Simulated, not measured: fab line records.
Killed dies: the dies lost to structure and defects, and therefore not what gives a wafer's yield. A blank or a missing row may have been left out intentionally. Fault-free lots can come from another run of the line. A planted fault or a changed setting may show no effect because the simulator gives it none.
A struck lot beside a sound one ; flow sky130 ; 15 steps out of a route of 708
Sound: these wafers, L487.3, L487.5, L487.6. Struck: wafer L476.3 (L476.2, L476.4, from the same lot, were not struck and are left out); the cause is given at the end.
At each step with rows: each side's tool, then ch and its chambers, then its first start. Under that, the readings that differ: sound wafers ; struck wafers ; difference of the means ; sigmas: that difference in standard deviations of wafers without a fault.
alike: readings whose means differ by less than 2 such deviations, and words and numbers that are the same on both sides. not compared: withheld readings, readings that some wafer has no value for, bounds like >300 that may hide the same value, and numbers for which the record gives no deviation and whose values overlap.
The two part at a step that has a row with sigmas, a row that says differs or no value, or rows on one side only. Numbers that have no deviation but don't overlap get no sigmas and don't part them. Lack of a reading on every wafer of one side parts them only where that side has two or more wafers.

SKY_LI_CONTACT_CD_MEAS_12: the cd target is 170 nm.
  sound on cd sem-02, day 34 14:43; struck on cd sem-02, day 30 10:27
  alike: cd nm
SKY_LI_CONTACT_OVL_MEAS_13:
  sound on overlay-02, day 34 14:50; struck on overlay-01, day 30 10:34
  alike: LI_CONTACT_OVL
SKY_LI_CONTACT_ETCH_14: etches BARC in N2/H2, stops on SiO2, time 45.9 s, target depth 60 nm.
  sound on rie diel-02 ch 1,2,3, day 34 14:51; struck on rie diel-03 ch 0, day 30 10:35
reading;sound;struck;difference;sigmas
drypump motor current A (A);6.0 5.9 5.3;6.8;+1.1;+2
  alike: oes product au, throttle valve pct
  not compared: rf hours counter h
SKY_LI_CONTACT_ETCH_15: etches PSG in C4F8/O2/Ar, stops on Si, target depth 600 nm.
  sound on rie diel-02 ch 1,2,3, day 34 14:53; struck on rie diel-03 ch 0, day 30 10:38
  alike: oes product au
SKY_LI_CONTACT_STRIP_16: strips in O2/N2.
  sound on plasma asher-04 ch 0,1, day 34 15:01; struck on plasma asher-04 ch 0, day 30 10:43
  alike: drypump motor current A, oes product au, strip time to endpoint s
  not compared: rf hours counter h
then, 2 steps without rows for these wafers: SKY_LI_CONTACT_CLEAN_17 (cleans in NMP, time 600 s); SKY_LI_CONTACT_PRE_CLEAN_18 (time 5.6 s).
SKY_LI_CONTACT_SPUTTER_19: material Ti, target thk 20 nm, time 106.37 s.
  sound on pvd sputter-01, day 34 15:17; struck on pvd sputter-02, day 30 11:01
  alike: throttle valve pct
then, 1 step without rows for these wafers: SKY_LI_CONTACT_SPUTTER_20 (material TiN, target thk 20 nm, time 80 s).
SKY_LI_CONTACT_CVD_21: deposits W, target thk 400 nm, time 120.56 s.
  sound on cvd w-02 ch 0,1, day 34 15:28; struck on cvd w-01 ch 1, day 30 11:09
reading;sound;struck;difference;sigmas
heater power w (W);962 857 953;759;-165;-2
SKY_LI_CONTACT_RS_MEAS_22: measures by four-point-probe.
  sound on film metro-01, day 34 15:35; struck on film metro-03, day 30 11:17
  alike: LI_CONTACT_W_RS
SKY_LI_CONTACT_THK_MEAS_23: measures by xrf.
  sound on film metro-01, day 34 15:41; struck on film metro-03, day 30 11:24
  alike: LI_CONTACT_W_THK
SKY_LI_CONTACT_CMP_24: polishes, stops on PSG, t overpolish 20 s, target thk 0 nm.
  sound on cmp-01 ch 0,1, day 34 15:44; struck on cmp-01 ch 1, day 30 11:27
reading;sound;struck;difference;sigmas
overpolish run s (s);19.993 20.008 20.002;27.151;+7.150;+99 or more
t overpolish s (s);20 20 20;27.146;+7.146;
  alike: motor current A, slurry filter dp kPa, time to endpoint s
then, 1 step without rows for these wafers: SKY_LOCAL_INTERCONNECT_SPUTTER_00 (material TiN, target thk 100 nm, time 83.3 s).
-- a jump in the record: the struck wafers' starts before and after are 16 days apart (it breaks off in module LOCAL_INTERCONNECT and resumes in module PAD_OPEN, where the first step shown is number 708 of the route) --
SKY_PAD_OPEN_PROBE_99:
  sound on prober-01, day 49 06:48; struck on prober-02, day 46 08:25
  alike: killed_at_M0_to_M3, killed_at_M4_up, killed at contacts, killed at front end, killed at other, killed dies, killed open, killed short

== WHERE THEY PART ==
Earliest at SKY_LI_CONTACT_ETCH_14; latest, in this record, at SKY_LI_CONTACT_CMP_24. Later steps at which nothing parts them and some readings are alike: SKY_PAD_OPEN_PROBE_99.

WHY: the cause the simulator had injected
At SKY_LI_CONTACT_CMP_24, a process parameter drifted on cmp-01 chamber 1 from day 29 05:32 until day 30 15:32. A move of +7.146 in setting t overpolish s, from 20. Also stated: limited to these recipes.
